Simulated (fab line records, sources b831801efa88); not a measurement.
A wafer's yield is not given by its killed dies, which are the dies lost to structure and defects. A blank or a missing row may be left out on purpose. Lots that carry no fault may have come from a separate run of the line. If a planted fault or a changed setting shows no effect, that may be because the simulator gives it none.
fab line records    flow gf180mcu
record lots=11  wafers=33  last_day=35
route steps=602 shown DNWELL@40 NWELL@52 MVPSD@87
lots that met no fault: taken from a fault-free run of the same line
start_h: hours from the record's first day to the start of the lot's first wafer shown    wait_h: hours elapsed since this lot's preceding step    " same as the row above    L1.1+2: several wafers, shown together as one row    - no value present, or no start provided    * or withheld: withheld    < > ~ a bound
route shown NAME@n: names a module that has steps shown in the file, with the first one's number in the route    usual: mean and standard deviation over wafers with no fault    same: alike in all rows    chamber/n: place in a boat    sites: each site's reading    _std_site: the standard deviation of these    _edge_site: mean of outer sites minus mean of inner sites    radius_mm: for every site, how far away it sits from the centre of the wafer    mask NAME#n: copy n    behind: the most recent tool/chamber to have shaped the wafer    hold: reason for holding the lot/hours on hold/outcome of the hold    device: names the non-switching transistor (n, p or np)    end of line: at the end of the route, the tests of the same wafers    where a step has no rows: the recipe by itself    killed: count of dies lost to structure and defects at first sort (not the wafer's yield)    map: a wafer's dies, x killed, . not, _ none there
set.NAME: the setting the step ran with; set.NAME@STEP: the setting that earlier step ran with    model.NAME: the simulator's own value behind a step, which no gauge read
a sample of lots followed through the steps of the route, with each step as a table and each wafer as a row
services: a tool's chamber out of use, with start hour (start_h, from the record's first day; less than 0 if before it), hours out, and reason
## steps
# step GF_DNWELL_STRIP_08
# recipe chemistry=O2/N2  power_w=1400  pressure_mtorr=1500  platen_temp_c=250  o2_flow_sccm=3000  n2_flow_sccm=300  overash_fraction=0.5
# usual chamber_pressure_mTorr=1500.0/1.3  drypump_motor_current_A=5.76/0.13  heater_power_w=330/33  oes_product_au=0.722/0.005  strip_time_to_endpoint_s=36.97/0.11
lot.wafer  tool             chamber  start_h  wait_h  chamber_pressure_mTorr  drypump_motor_current_A  heater_power_w  oes_product_au  rf_hours_counter_h  strip_time_to_endpoint_s
L650.2     plasma_asher-03  0        48.37    0.1     1496.6                  5.57                     277             0.729           41                  36.92
L650.3     "                0        "        "       1500.3                  5.61                     276             0.725           -                   36.96
L650.5     "                1        "        "       1498.7                  5.70                     294             0.719           -                   36.88
L651.2     plasma_asher-02  1        53.79    0.1     1497.6                  5.77                     341             0.727           40                  36.74
L651.4     "                1        "        "       1499.5                  5.76                     335             0.718           -                   37.00
L651.5     "                0        "        "       1501.6                  5.74                     338             0.718           -                   36.93
L656.1     plasma_asher-02  0        82.36    0.1     1501.5                  5.75                     333             0.720           43                  36.97
L656.2     "                1        "        "       1501.0                  5.73                     344             0.727           43                  36.98
L656.6     "                1        "        "       1502.1                  5.75                     343             0.721           -                   37.03
L660.1     plasma_asher-03  1        101.94   0.1     1500.3                  5.69                     300             0.722           46                  37.06
L660.2     "                0        "        "       1499.1                  5.61                     279             0.721           46                  37.00
L660.4     "                0        "        "       1501.6                  5.59                     281             0.729           -                   37.06
L662.2     plasma_asher-04  1        112.42   0.1     1501.2                  5.84                     372             0.725           30                  36.97
L662.3     "                1        "        "       1499.5                  5.81                     382             0.731           -                   37.12
L662.4     "                0        "        "       1499.2                  6.00                     350             0.723           -                   37.08
L664.1     plasma_asher-02  0        129.52   0.1     1501.2                  5.73                     334             0.718           1                   36.95
L664.4     "                0        "        "       1500.8                  5.72                     337             0.731           -                   37.04
L664.6     "                1        "        "       1498.8                  5.77                     343             0.721           -                   37.02
L666.1     plasma_asher-04  1        135.49   0.1     1501.0                  5.82                     377             0.710           33                  36.97
L666.4     "                1        "        "       1499.1                  5.79                     376             0.723           -                   36.92
L666.5     "                1        "        "       1501.1                  5.82                     379             0.723           -                   37.03
L667.3     plasma_asher-04  0        138.85   0.1     1501.5                  6.06                     346             0.713           -                   36.86
L667.4     "                1        "        "       1499.1                  5.84                     378             0.725           -                   36.94
L667.5     "                1        "        "       1500.2                  5.83                     380             0.733           -                   36.91
L668.2     plasma_asher-02  0        148.15   0.1     1499.8                  5.73                     343             0.726           3                   36.97
L668.4     "                1        "        "       1502.1                  5.74                     345             0.720           -                   36.94
L668.5     "                0        "        "       1501.6                  5.74                     333             0.725           -                   36.99
L669.1     plasma_asher-04  1        152.69   0.1     1500.0                  5.82                     378             0.716           35                  36.90
L669.2     "                0        "        "       1498.5                  6.03                     360             0.722           35                  36.85
L669.3     "                0        "        "       1501.4                  6.07                     363             0.720           -                   36.88
L671.1     plasma_asher-03  0        164.57   0.1     1500.0                  5.62                     279             0.730           53                  36.95
L671.4     "                1        "        "       1497.9                  5.66                     304             0.726           -                   37.05
L671.6     "                0        "        "       1498.6                  5.62                     280             0.714           -                   37.06
# step GF_DNWELL_TW_MEAS_09
# usual DNWELL_TW=1344/8.9
lot.wafer  tool           chamber  start_h  wait_h  DNWELL_TW
L650.2     film_metro-04  -        48.48    0.1     1358
L650.3     "              -        "        "       1348
L650.5     "              -        "        "       1358
L651.2     film_metro-02  -        53.90    0.1     1330
L651.4     "              -        "        "       1332
L651.5     "              -        "        "       1335
L656.1     film_metro-04  -        82.46    0.1     1341
L656.2     "              -        "        "       1349
L656.6     "              -        "        "       1344
L660.1     film_metro-04  -        102.04   0.1     1352
L660.2     "              -        "        "       1358
L660.4     "              -        "        "       1347
L662.2     film_metro-04  -        112.53   0.1     1344
L662.3     "              -        "        "       1336
L662.4     "              -        "        "       1328
L664.1     film_metro-03  -        129.62   0.1     1333
L664.4     "              -        "        "       1337
L664.6     "              -        "        "       1332
L666.1     film_metro-03  -        135.59   0.1     1332
L666.4     "              -        "        "       1339
L666.5     "              -        "        "       1344
L667.3     film_metro-03  -        138.94   0.1     1347
L667.4     "              -        "        "       1351
L667.5     "              -        "        "       1342
L668.2     film_metro-04  -        148.26   0.1     1359
L668.4     "              -        "        "       1354
L668.5     "              -        "        "       1350
L669.1     film_metro-04  -        152.79   0.1     1352
L669.2     "              -        "        "       1356
L669.3     "              -        "        "       1352
L671.1     film_metro-04  -        164.67   0.1     1350
L671.4     "              -        "        "       1354
L671.6     "              -        "        "       1356
# step GF_NWELL_STRIP_10
# recipe chemistry=O2/N2  power_w=1400  pressure_mtorr=1500  platen_temp_c=250  o2_flow_sccm=3000  n2_flow_sccm=300  overash_fraction=0.5
# usual chamber_pressure_mTorr=1499.9/1.3  drypump_motor_current_A=5.8/0.47  heater_power_w=313/28  oes_product_au=0.722/0.0046  strip_time_to_endpoint_s=37.34/0.099
lot.wafer  tool             chamber  start_h  wait_h  chamber_pressure_mTorr  drypump_motor_current_A  heater_power_w  oes_product_au  rf_hours_counter_h  strip_time_to_endpoint_s
L650.2     plasma_asher-03  1        61.99    0.1     1500.1                  5.6                      292             0.725           42                  37.39
L650.3     "                0        "        "       1499.3                  5.6                      288             0.714           -                   37.26
L650.5     "                1        "        "       1500.2                  5.7                      289             0.725           -                   37.23
L651.2     plasma_asher-03  0        67.74    0.1     1498.3                  5.6                      281             0.724           43                  37.27
L651.4     "                1        "        "       1501.3                  5.7                      299             0.718           -                   37.29
L651.5     "                1        "        "       1501.0                  5.7                      293             0.726           -                   37.29
L656.1     plasma_asher-04  1        96.37    0.1     1500.4                  5.8                      379             0.717           28                  37.17
L656.2     "                0        "        "       1500.7                  6.0                      350             0.718           28                  37.25
L656.6     "                1        "        "       1500.5                  5.8                      380             0.728           -                   37.24
L660.1     plasma_asher-03  0        116.43   0.1     1500.3                  5.6                      284             0.724           48                  37.35
L660.2     "                1        "        "       1498.2                  5.7                      301             0.722           48                  37.40
L660.4     "                1        "        "       1500.1                  5.7                      299             0.732           -                   37.25
L662.2     plasma_asher-04  1        127.43   0.1     1501.0                  5.8                      381             0.717           32                  37.38
L662.3     "                0        "        "       1500.9                  6.0                      343             0.723           -                   37.31
L662.4     "                1        "        "       1501.5                  5.8                      387             0.731           -                   37.22
L664.1     plasma_asher-03  0        145.57   0.1     1498.7                  5.6                      272             0.726           51                  37.34
L664.4     "                1        "        "       1497.9                  5.7                      304             0.731           -                   37.35
L664.6     "                1        "        "       1499.3                  5.7                      291             0.723           -                   37.39
L666.1     plasma_asher-01  0        151.44   0.1     1500.4                  5.2                      340             0.723           48                  37.57
L666.4     "                0        "        "       1499.7                  5.2                      343             0.720           -                   37.41
L666.5     "                0        "        "       1497.1                  5.2                      335             0.719           -                   37.40
L667.3     plasma_asher-01  0        155.17   0.1     1500.5                  5.2                      338             0.718           -                   37.30
L667.4     "                1        "        "       1500.5                  6.5                      304             0.728           -                   37.34
L667.5     "                1        "        "       1501.1                  6.5                      309             0.718           -                   37.29
L668.2     plasma_asher-01  0        164.12   0.1     1499.1                  5.2                      334             0.717           49                  37.26
L668.4     "                1        "        "       1498.8                  6.5                      313             0.715           -                   37.25
L668.5     "                1        "        "       1500.8                  6.5                      309             0.719           -                   37.30
L669.1     plasma_asher-01  0        169.48   0.1     1500.0                  5.2                      338             0.723           50                  37.26
L669.2     "                1        "        "       1497.6                  6.5                      305             0.730           50                  37.28
L669.3     "                0        "        "       1501.3                  5.2                      344             0.718           -                   37.28
L671.1     plasma_asher-01  0        181.47   0.1     1500.1                  5.1                      325             0.723           51                  37.46
L671.4     "                1        "        "       1499.8                  6.5                      298             0.727           -                   37.54
L671.6     "                1        "        "       1500.1                  6.5                      308             0.712           -                   37.51
# step GF_MVPSD_IMPLANT_09
# recipe species=B  energy_kev=40  dose_cm2=5e+12  tilt_deg=0
# usual dose_ions_cm2=5.001e+12/5.3e+09  faraday_current_uA=28.3/0.65
lot.wafer  tool          chamber  start_h  wait_h  dose_ions_cm2  faraday_current_uA
L650.2     implanter-01  0        105.90   0.1     5.007e+12      28.2
L650.3     "             0        "        "       5.001e+12      28.1
L650.5     "             0        "        "       5.001e+12      28.2
L651.2     implanter-01  0        111.55   0.1     5.3173e+13     295.6
L651.4     "             0        "        "       5.3188e+13     293.1
L651.5     "             0        "        "       5.3182e+13     304.7
L656.1     implanter-01  0        140.81   0.1     5.3186e+13     283.1
L656.2     "             0        "        "       5.319e+13      300.6
L656.6     "             0        "        "       5.3184e+13     306.5
L660.1     implanter-02  0        163.91   0.1     5.015e+12      28.0
L660.2     "             0        "        "       5.01e+12       28.6
L660.4     "             0        "        "       5.002e+12      28.0
L662.2     implanter-02  0        175.63   0.1     4.997e+12      27.7
L662.3     "             0        "        "       5.007e+12      27.8
L662.4     "             0        "        "       4.998e+12      28.0
L664.1     implanter-04  0        196.30   0.1     4.994e+12      28.3
L664.4     "             0        "        "       4.996e+12      27.7
L664.6     "             0        "        "       5e+12          28.4
L666.1     implanter-01  0        202.20   0.1     5.008e+12      27.8
L666.4     "             0        "        "       5.002e+12      29.2
L666.5     "             0        "        "       5e+12          30.0
L667.3     implanter-02  0        207.10   0.1     4.995e+12      29.3
L667.4     "             0        "        "       5.002e+12      28.1
L667.5     "             0        "        "       5.001e+12      28.7
L668.2     implanter-04  0        216.85   0.1     5.013e+12      28.0
L668.4     "             0        "        "       5.002e+12      28.0
L668.5     "             0        "        "       4.998e+12      29.0
L669.1     implanter-01  0        220.79   0.1     5.002e+12      27.7
L669.2     "             0        "        "       5.003e+12      29.2
L669.3     "             0        "        "       4.999e+12      28.5
L671.1     implanter-02  0        234.70   0.1     5.008e+12      27.7
L671.4     "             0        "        "       5.002e+12      28.0
L671.6     "             0        "        "       4.996e+12      29.6
# step GF_MVPSD_TW_MEAS_11
# usual MVPSD_TW=551/3
lot.wafer  tool           chamber  start_h  wait_h  MVPSD_TW
L650.2     film_metro-02  -        106.13   0.1     545
L650.3     "              -        "        "       544
L650.5     "              -        "        "       542
L651.2     film_metro-04  -        111.78   0.1     744
L651.4     "              -        "        "       745
L651.5     "              -        "        "       740
L656.1     film_metro-04  -        141.06   0.1     749
L656.2     "              -        "        "       747
L656.6     "              -        "        "       748
L660.1     film_metro-04  -        164.15   0.1     551
L660.2     "              -        "        "       554
L660.4     "              -        "        "       550
L662.2     film_metro-04  -        175.86   0.1     551
L662.3     "              -        "        "       551
L662.4     "              -        "        "       550
L664.1     film_metro-04  -        196.55   0.1     554
L664.4     "              -        "        "       552
L664.6     "              -        "        "       554
L666.1     film_metro-01  -        202.45   0.1     556
L666.4     "              -        "        "       553
L666.5     "              -        "        "       556
L667.3     film_metro-02  -        207.32   0.1     549
L667.4     "              -        "        "       550
L667.5     "              -        "        "       546
L668.2     film_metro-04  -        217.08   0.1     551
L668.4     "              -        "        "       554
L668.5     "              -        "        "       549
L669.1     film_metro-01  -        221.04   0.1     554
L669.2     "              -        "        "       556
L669.3     "              -        "        "       557
L671.1     film_metro-02  -        234.95   0.1     554
L671.4     "              -        "        "       551
L671.6     "              -        "        "       552
# step GF_VT_IMPLANT_RS_MEAS_49
# recipe thk_meas_gauge=four-point-probe
# usual MVPSD_RS=1170/3.1
lot.wafer  tool           chamber  start_h  wait_h  MVPSD_RS[ohm/sq]
L650.2     film_metro-02  -        168.83   0.1     1168
L650.3     "              -        "        "       1169
L650.5     "              -        "        "       1170
L651.2     film_metro-02  -        174.56   0.1     597
L651.4     "              -        "        "       597
L651.5     "              -        "        "       597
L656.1     film_metro-01  -        209.01   0.1     596
L656.2     "              -        "        "       597
L656.6     "              -        "        "       596
L660.1     film_metro-01  -        234.86   0.1     1171
L660.2     "              -        "        "       1164
L660.4     "              -        "        "       1166
L662.2     film_metro-04  -        248.21   0.1     1167
L662.3     "              -        "        "       1166
L662.4     "              -        "        "       1168
L664.1     film_metro-01  -        270.35   0.1     1164
L664.4     "              -        "        "       1164
L664.6     "              -        "        "       1166
L666.1     film_metro-04  -        277.85   0.1     1172
L666.4     "              -        "        "       1172
L666.5     "              -        "        "       1171
L667.3     film_metro-02  -        283.58   0.1     1178
L667.4     "              -        "        "       1176
L667.5     "              -        "        "       1176
L668.2     film_metro-01  -        295.02   0.1     1170
L668.4     "              -        "        "       1172
L668.5     "              -        "        "       1171
L669.1     film_metro-02  -        300.04   0.1     1170
L669.2     "              -        "        "       1172
L669.3     "              -        "        "       1169
L671.1     film_metro-02  -        315.76   0.1     1173
L671.4     "              -        "        "       1168
L671.6     "              -        "        "       1170
## services
tool             chamber  start_h  hours  kind
implanter-01     -        30.51    24.7   pm
implanter-02     -        53.14    2.8    pm
implanter-01     -        65.53    4.2    repair
implanter-01     -        82.98    3.9    repair
plasma_asher-03  -        89.92    4.3    pm
plasma_asher-01  -        94.39    4.0    pm
implanter-04     -        103.85   8.5    repair
implanter-04     -        104.72   1.1    repair
plasma_asher-02  -        108.75   9.0    pm
plasma_asher-02  0        108.75   9.0    vent_cycle
plasma_asher-02  1        108.75   9.0    vent_cycle
plasma_asher-02  0        117.75   -      clean
plasma_asher-02  1        117.75   -      clean
implanter-01     -        135.94   2.7    repair
plasma_asher-02  -        136.64   2.8    pm
implanter-02     -        141.39   1.1    repair
plasma_asher-01  -        141.79   2.8    pm
plasma_asher-04  -        164.87   15.6   pm
## key
first_sign step=GF_MVPSD_IMPLANT_09  reading=dose_ions_cm2  direction=up  sigmas=99+  usual=5.001e+12  struck=5.3184e+13
effect step=GF_MVPSD_IMPLANT_09  reading=faraday_current_uA  direction=up  sigmas=99+  usual=28.3  struck=297.3
effect step=GF_MVPSD_TW_MEAS_11  reading=MVPSD_TW  direction=up  sigmas=64  usual=551  struck=746
effect step=GF_VT_IMPLANT_RS_MEAS_49  reading=MVPSD_RS  direction=down  sigmas=99+  usual=1170  struck=597
met_at GF_MVPSD_IMPLANT_09
struck_lots L651,L656
tester_left_out L651,L656
not_acting_at GF_DNWELL_STRIP_08,GF_DNWELL_TW_MEAS_09,GF_NWELL_STRIP_10
onset_between 105.90 111.55
fault kind=process_parameter_drift  tool=implanter-01  chamber=-  onset_h=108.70  steps=GF_MVPSD_IMPLANT_09  channel=dose_cm2  offset=4.8183e+13  shape=step  end_h=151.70  acts_in=these_recipes_only  stated=5e+12
# tester_left_out: of these lots the tester's yield and bins aren't shown, on N5 and GAA mostly nor the transistor test; their killed dies are dies lost to structure and defects alone, not to doping, threshold or leakage, so they don't give the yield
